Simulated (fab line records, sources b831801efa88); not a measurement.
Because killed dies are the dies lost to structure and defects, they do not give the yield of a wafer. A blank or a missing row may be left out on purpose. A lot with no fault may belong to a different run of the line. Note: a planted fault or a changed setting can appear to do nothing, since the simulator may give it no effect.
fab line records	flow sky130
record lots=10	wafers=30	last-day=50
route steps=708 shown GATE_OXIDE@200 POLY_GATE@213 RES_PROTECT@214
lots untouched by any fault: they come from a run of this same line in which no faults occurred
start-h: the number of hours between the record's first day and the start of the first shown wafer of the lot	wait-h: time in hours since the lot's previous step	" the same as in the row above	L1.1+2: several wafers, shown together as one row	- either no value or no given start	* or withheld: withheld	< > ~ a bound
route shown NAME@n: a module of which the file shows steps, and the number in the route of the first	usual: the fault-free wafers' mean and standard deviation	same: alike in all rows	chamber/n: place in a boat	sites: each site's reading	_std_site: the standard deviation of these	_edge_site: inner sites' mean taken away from outer sites' mean	radius-mm: how far each site lies from the wafer's centre	mask NAME#n: copy n	behind: the tool/chamber that last shaped the wafer	hold: why the lot was held/for how many hours/how that ended	device: the n, p or np transistor that did not switch	end of line: the same wafers' tests at the end of the route	a step without rows: its recipe alone	killed: dies that structure and defects cost at the first sort, which is not the same as the wafer's yield	map: shows each die of a wafer: x if killed, . if not, _ if none is there
set.NAME: the run value of the setting; set.NAME@STEP: its run value at that earlier step	model.NAME: the simulator's own value behind a step, which no gauge read
steps of the route over a sample of lots; a table a step, a row a wafer
services: the hour from which a tool's chamber was out of use, counted from the record's first day as start-h (under 0 if before that day), plus the number of hours and why
## steps
# step SKY_GATE_OXIDE_STRIP_13
# recipe chemistry=O2/N2	power-w=1400	pressure-mtorr=1500	platen-temp-c=withheld	o2-flow-sccm=3000	n2-flow-sccm=300	overash-fraction=0.5
# usual drypump-motor-current-A=5.7/0.5	o2-flow-sccm=3001/8	oes-product-au=0.716/0.0044	strip-time-to-endpoint-s=14.19/0.038
lot.wafer	tool	chamber	start-h	wait-h	drypump-motor-current-A	o2-flow-sccm	oes-product-au	rf-hours-counter-h	strip-time-to-endpoint-s
L682.1	plasma-asher-03	0	306.46	0.0	5.6	3006	0.716	18	14.18
L682.3	"	1	"	"	5.1	3006	0.718	-	14.20
L682.6	"	1	"	"	5.1	3006	0.717	-	14.19
L683.1	plasma-asher-04	1	313.96	0.0	6.4	3005	0.715	57	14.11
L683.3	"	1	"	"	6.4	3005	0.708	-	14.17
L683.6	"	0	"	"	5.3	3001	0.713	-	14.10
L684.1	plasma-asher-04	1	320.61	0.0	6.4	3004	0.714	57	14.21
L684.3	"	0	"	"	5.3	3003	0.716	-	14.20
L684.4	"	1	"	"	6.4	3010	0.728	-	14.19
L686.1	plasma-asher-03	1	339.50	0.0	5.1	2991	0.708	21	14.23
L686.3	"	1	"	"	5.1	2988	0.713	-	14.25
L686.6	"	0	"	"	5.6	2979	0.720	-	14.21
L688.2	plasma-asher-01	0	365.16	0.0	5.3	3009	0.715	69	14.22
L688.3	"	0	"	"	5.4	3002	0.714	-	14.19
L688.4	"	1	"	"	6.1	3012	0.716	-	14.23
L691.3	plasma-asher-03	0	387.50	0.0	5.6	2997	0.719	-	14.18
L691.4	"	1	"	"	5.1	3001	0.723	-	14.17
L691.5	"	1	"	"	5.1	3012	0.719	-	14.20
L692.4	plasma-asher-04	1	393.26	0.0	6.4	3002	0.719	-	14.21
L692.5	"	1	"	"	6.4	2997	0.720	-	14.21
L692.6	"	0	"	"	5.3	2993	0.716	-	14.23
L695.1	plasma-asher-04	0	427.86	0.0	5.3	3002	0.717	68	14.26
L695.3	"	0	"	"	5.3	3005	0.723	-	14.22
L695.6	"	0	"	"	5.3	3003	0.713	-	14.23
L699.3	plasma-asher-04	1	458.25	0.0	6.4	2993	0.717	-	14.17
L699.5	"	1	"	"	6.4	3006	0.712	-	14.19
L699.6	"	0	"	"	5.3	2998	0.718	-	14.19
L703.2	plasma-asher-01	0	489.05	0.0	5.4	3002	0.721	6	14.15
L703.4	"	1	"	"	6.1	3005	0.711	-	14.16
L703.5	"	1	"	"	6.1	3007	0.709	-	14.16
# step SKY_POLY_GATE_IMPLANT_02
# recipe species=P	energy-kev=30	dose-cm2=7.7e+15	tilt-deg=0
# usual beam-on-s=32.4/1.3	dose-ions-cm2=7.7e+15/8.8e+12	faraday-current-uA=13072/510
lot.wafer	tool	chamber	start-h	wait-h	beam-on-s	dose-ions-cm2	faraday-current-uA
L682.1	implanter-04	0	336.63	0.1	34.6	7.697e+15	12288
L682.3	"	0	"	"	33.1	7.702e+15	12776
L682.6	"	0	"	"	33.4	7.695e+15	12740
L683.1	implanter-03	0	343.53	0.1	30.5	7.693e+15	13831
L683.3	"	0	"	"	30.9	7.696e+15	13758
L683.6	"	0	"	"	29.6	7.704e+15	14205
L684.1	implanter-03	0	350.68	0.1	32.5	7.706e+15	12962
L684.3	"	0	"	"	29.8	7.701e+15	14189
L684.4	"	0	"	"	32.0	7.724e+15	13192
L686.1	implanter-01	0	370.58	0.1	32.0	7.691e+15	13148
L686.3	"	0	"	"	33.1	7.709e+15	12833
L686.6	"	0	"	"	33.3	7.69e+15	12765
L688.2	implanter-04	0	400.01	0.1	34.0	7.685e+15	12433
L688.3	"	0	"	"	33.9	7.697e+15	12537
L688.4	"	0	"	"	33.4	7.679e+15	12734
L691.3	implanter-01	0	424.52	0.1	31.8	7.701e+15	13339
L691.4	"	0	"	"	33.1	7.712e+15	12715
L691.5	"	0	"	"	32.0	7.716e+15	13182
L692.4	implanter-03	0	433.60	0.1	30.1	7.698e+15	14013
L692.5	"	0	"	"	30.4	7.691e+15	13919
L692.6	"	0	"	"	31.8	7.697e+15	13324
L695.1	implanter-01	0	462.28	0.1	22.8	5.381e+15	12898
L695.3	"	0	"	"	22.7	5.364e+15	12909
L695.6	"	0	"	"	22.7	5.363e+15	12991
L699.3	implanter-01	0	491.53	0.1	22.6	5.365e+15	13068
L699.5	"	0	"	"	22.9	5.365e+15	12897
L699.6	"	0	"	"	23.4	5.37e+15	12592
L703.2	implanter-03	0	522.51	0.1	31.8	7.692e+15	13245
L703.4	"	0	"	"	31.1	7.695e+15	13547
L703.5	"	0	"	"	30.9	7.705e+15	13653
# step SKY_RES_PROTECT_STRIP_07
# recipe chemistry=O2/N2	power-w=1400	pressure-mtorr=1500	platen-temp-c=withheld	o2-flow-sccm=3000	n2-flow-sccm=300	overash-fraction=0.5
# usual drypump-motor-current-A=5.6/0.5	o2-flow-sccm=2999/9.3	oes-product-au=0.518/0.0044	strip-time-to-endpoint-s=23.32/0.053
lot.wafer	tool	chamber	start-h	wait-h	drypump-motor-current-A	o2-flow-sccm	oes-product-au	rf-hours-counter-h	strip-time-to-endpoint-s
L682.1	plasma-asher-03	1	336.78	0.1	5.1	3008	0.516	21	23.26
L682.3	"	1	"	"	5.1	3003	0.519	-	23.26
L682.6	"	1	"	"	5.1	2999	0.516	-	23.26
L683.1	plasma-asher-02	0	343.68	0.1	5.3	2999	0.516	56	23.35
L683.3	"	1	"	"	6.3	2991	0.518	-	23.32
L683.6	"	1	"	"	6.3	2985	0.515	-	23.41
L684.1	plasma-asher-02	1	350.83	0.1	6.3	3003	0.525	57	23.35
L684.3	"	1	"	"	6.4	2998	0.522	-	23.37
L684.4	"	0	"	"	5.4	2989	0.523	-	23.37
L686.1	plasma-asher-03	0	370.73	0.1	5.6	2996	0.525	24	23.41
L686.3	"	0	"	"	5.6	3013	0.523	-	23.44
L686.6	"	1	"	"	5.1	3018	0.516	-	23.42
L688.2	plasma-asher-03	1	400.13	0.1	5.1	2994	0.512	27	23.45
L688.3	"	0	"	"	5.6	3012	0.516	-	23.41
L688.4	"	1	"	"	5.1	3002	0.524	-	23.42
L691.3	plasma-asher-02	1	424.65	0.1	6.3	2997	0.520	-	23.26
L691.4	"	0	"	"	5.3	2995	0.523	-	23.21
L691.5	"	0	"	"	5.4	2991	0.515	-	23.25
L692.4	plasma-asher-03	0	433.71	0.1	5.6	3013	0.518	-	23.31
L692.5	"	0	"	"	5.6	3008	0.514	-	23.29
L692.6	"	1	"	"	5.1	3000	0.520	-	23.26
L695.1	plasma-asher-03	1	462.43	0.1	5.1	2995	0.536	34	21.80
L695.3	"	1	"	"	5.1	2996	0.538	-	21.86
L695.6	"	1	"	"	5.1	2989	0.534	-	21.85
L699.3	plasma-asher-04	1	491.67	0.1	6.4	3006	0.546	-	21.90
L699.5	"	0	"	"	5.3	2996	0.542	-	21.88
L699.6	"	1	"	"	6.4	2997	0.536	-	21.87
L703.2	plasma-asher-02	0	522.63	0.1	5.3	2997	0.521	73	23.26
L703.4	"	0	"	"	5.3	3009	0.510	-	23.26
L703.5	"	1	"	"	6.4	3002	0.521	-	23.26
# step SKY_POLY_GATE_ETCH_17
# recipe target-depth-nm=180	stop-on=SiO2	over-etch-frac=0.56667	chemistry=HBr/Cl2	target=poly-Si	icp-w=400	bias-w=100	pressure-mtorr=10	HBr_flow_sccm=150	Cl2_flow_sccm=50	time-s=70.5
# usual drypump-motor-current-A=5.6/0.41	oes-product-au=0.986/0.0066	throttle-valve-pct=33.684/0.0095
# same over-etch-frac=0.56667
lot.wafer	tool	chamber	start-h	wait-h	drypump-motor-current-A	oes-product-au	rf-hours-counter-h	throttle-valve-pct
L682.1	rie-si-02	0	367.61	0.0	6.3	0.985	0	33.684
L682.3	"	1	"	"	5.2	0.982	1	33.690
L682.6	"	0	"	"	6.3	0.991	-	33.681
L683.1	rie-si-01	2	372.21	0.0	6.0	0.992	3	33.671
L683.3	"	1	"	"	4.9	0.979	29	33.673
L683.6	"	0	"	"	5.8	0.976	-	33.675
L684.1	rie-si-02	1	380.61	0.0	5.2	0.990	1	33.699
L684.3	"	0	"	"	6.3	0.992	0	33.682
L684.4	"	2	"	"	5.5	0.989	5	33.681
L686.1	rie-si-02	3	401.51	0.0	5.6	0.996	2	33.675
L686.3	"	2	"	"	5.5	0.989	5	33.686
L686.6	"	3	"	"	5.6	0.990	-	33.678
L688.2	rie-si-02	2	432.19	0.0	5.5	0.977	5	33.678
L688.3	"	3	"	"	5.7	0.996	2	33.682
L688.4	"	0	"	"	6.4	0.980	1	33.681
L691.3	rie-si-02	1	458.91	0.0	5.2	0.986	2	33.687
L691.4	"	0	"	"	6.3	0.986	1	33.682
L691.5	"	2	"	"	5.5	0.983	-	33.681
L692.4	rie-si-01	1	467.16	0.0	4.9	0.985	29	33.681
L692.5	"	3	"	"	5.8	0.982	-	33.679
L692.6	"	2	"	"	6.0	0.978	-	33.677
L695.1	rie-si-01	3	496.01	0.0	5.8	0.985	3	33.687
L695.3	"	1	"	"	4.9	0.987	30	33.662
L695.6	"	2	"	"	6.0	0.984	-	33.690
L699.3	rie-si-02	1	524.70	0.0	5.2	1.001	2	33.699
L699.5	"	2	"	"	5.5	0.998	-	33.688
L699.6	"	3	"	"	5.6	0.989	-	33.681
L703.2	rie-si-01	3	554.65	0.0	5.8	0.990	3	33.692
L703.4	"	3	"	"	5.8	0.986	-	33.681
L703.5	"	2	"	"	6.0	0.991	-	33.703
# step SKY_POLY_GATE_STRIP_18
# recipe chemistry=O2/N2	power-w=1400	pressure-mtorr=1500	platen-temp-c=withheld	o2-flow-sccm=3000	n2-flow-sccm=300	overash-fraction=0.5
# usual drypump-motor-current-A=5.8/0.51	o2-flow-sccm=3000/8.4	oes-product-au=0.362/0.0047	strip-time-to-endpoint-s=3.20/0.04
lot.wafer	tool	chamber	start-h	wait-h	drypump-motor-current-A	o2-flow-sccm	oes-product-au	rf-hours-counter-h	strip-time-to-endpoint-s
L682.1	plasma-asher-04	0	367.67	0.0	5.3	2992	0.367	62	3.17
L682.3	"	1	"	"	6.4	3001	0.360	-	3.16
L682.6	"	0	"	"	5.3	3004	0.359	-	3.19
L683.1	plasma-asher-04	1	372.26	0.0	6.4	2991	0.365	63	3.22
L683.3	"	1	"	"	6.4	2985	0.359	-	3.19
L683.6	"	0	"	"	5.3	3000	0.375	-	3.20
L684.1	plasma-asher-02	0	380.66	0.0	5.3	3004	0.356	60	3.15
L684.3	"	1	"	"	6.3	2996	0.359	-	3.18
L684.4	"	0	"	"	5.4	3005	0.369	-	3.17
L686.1	plasma-asher-01	1	401.57	0.0	6.1	3007	0.365	72	3.16
L686.3	"	1	"	"	6.1	3000	0.354	-	3.12
L686.6	"	0	"	"	5.4	3008	0.362	-	3.18
L688.2	plasma-asher-04	1	432.24	0.0	6.4	2999	0.369	69	3.28
L688.3	"	0	"	"	5.3	3008	0.363	-	3.19
L688.4	"	1	"	"	6.4	2990	0.363	-	3.23
L691.3	plasma-asher-01	0	458.99	0.1	5.3	3002	0.366	-	3.25
L691.4	"	1	"	"	6.1	2996	0.366	-	3.24
L691.5	"	0	"	"	5.3	3000	0.361	-	3.23
L692.4	plasma-asher-04	1	467.25	0.1	6.4	2993	0.366	-	3.22
L692.5	"	1	"	"	6.4	2990	0.360	-	3.18
L692.6	"	0	"	"	5.3	2997	0.362	-	3.19
L695.1	plasma-asher-01	1	496.07	0.0	6.1	3000	0.360	7	3.24
L695.3	"	1	"	"	6.1	3012	0.365	-	3.21
L695.6	"	1	"	"	6.1	2990	0.360	-	3.20
L699.3	plasma-asher-02	0	524.79	0.1	5.3	2996	0.364	-	3.26
L699.5	"	1	"	"	6.3	3005	0.366	-	3.18
L699.6	"	0	"	"	5.3	3004	0.365	-	3.23
L703.2	plasma-asher-04	1	554.71	0.0	6.4	2997	0.354	82	3.21
L703.4	"	0	"	"	5.3	2983	0.359	-	3.18
L703.5	"	1	"	"	6.4	3002	0.359	-	3.18
## services
tool	chamber	start-h	hours	kind
implanter-04	-	328.76	6.2	repair
plasma-asher-02	-	330.31	2.3	repair
implanter-03	-	334.44	2.4	repair
rie-si-02	0	339.31	2.0	repair
rie-si-02	0	341.91	-	clean
plasma-asher-01	-	370.61	1.4	repair
rie-si-02	3	372.99	1.9	repair
plasma-asher-02	-	379.06	1.5	repair
rie-si-02	0	401.30	5.4	repair
rie-si-02	2	409.21	14.0	repair
rie-si-01	2	411.97	17.1	repair
implanter-04	-	419.71	4.8	repair
plasma-asher-01	-	421.29	9.0	pm
implanter-01	-	431.34	1.6	pm
plasma-asher-02	-	455.62	10.8	repair
implanter-03	-	460.93	2.2	repair
implanter-01	-	483.29	4.3	pm
rie-si-02	-	489.60	23.7	repair
plasma-asher-02	-	497.04	0.8	repair
plasma-asher-01	-	520.56	3.8	repair
implanter-01	-	522.02	2.6	repair
implanter-01	-	549.27	2.1	repair
rie-si-01	1	553.73	2.6	repair
rie-si-02	-	554.23	0.4	repair
## key
first-sign step=SKY_POLY_GATE_IMPLANT_02	reading=dose-ions-cm2	direction=down	sigmas=99+	usual=*	struck=*
effect step=SKY_POLY_GATE_IMPLANT_02	reading=beam-on-s	direction=down	sigmas=7.4	usual=32.4	struck=22.8
effect step=SKY_RES_PROTECT_STRIP_07	reading=strip-time-to-endpoint-s	direction=down	sigmas=27	usual=*	struck=*
met-at SKY_POLY_GATE_IMPLANT_02
struck-lots L695,L699
tester-left-out L695,L699
not-acting-at SKY_GATE_OXIDE_STRIP_13,SKY_POLY_GATE_ETCH_17,SKY_POLY_GATE_STRIP_18
onset-between 424.52 462.28
fault kind=process-parameter-drift	tool=implanter-01	chamber=-	onset-h=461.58	steps=SKY_POLY_GATE_IMPLANT_02	channel=dose-cm2	offset=*	shape=step	end-h=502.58	acts-in=*	stated=*
# tester-left-out: of these lots the tester's yield and bins aren't shown, on N5 and GAA mostly nor the transistor test; their killed dies are dies lost to structure and defects alone, not to doping, threshold or leakage, so they don't give the yield
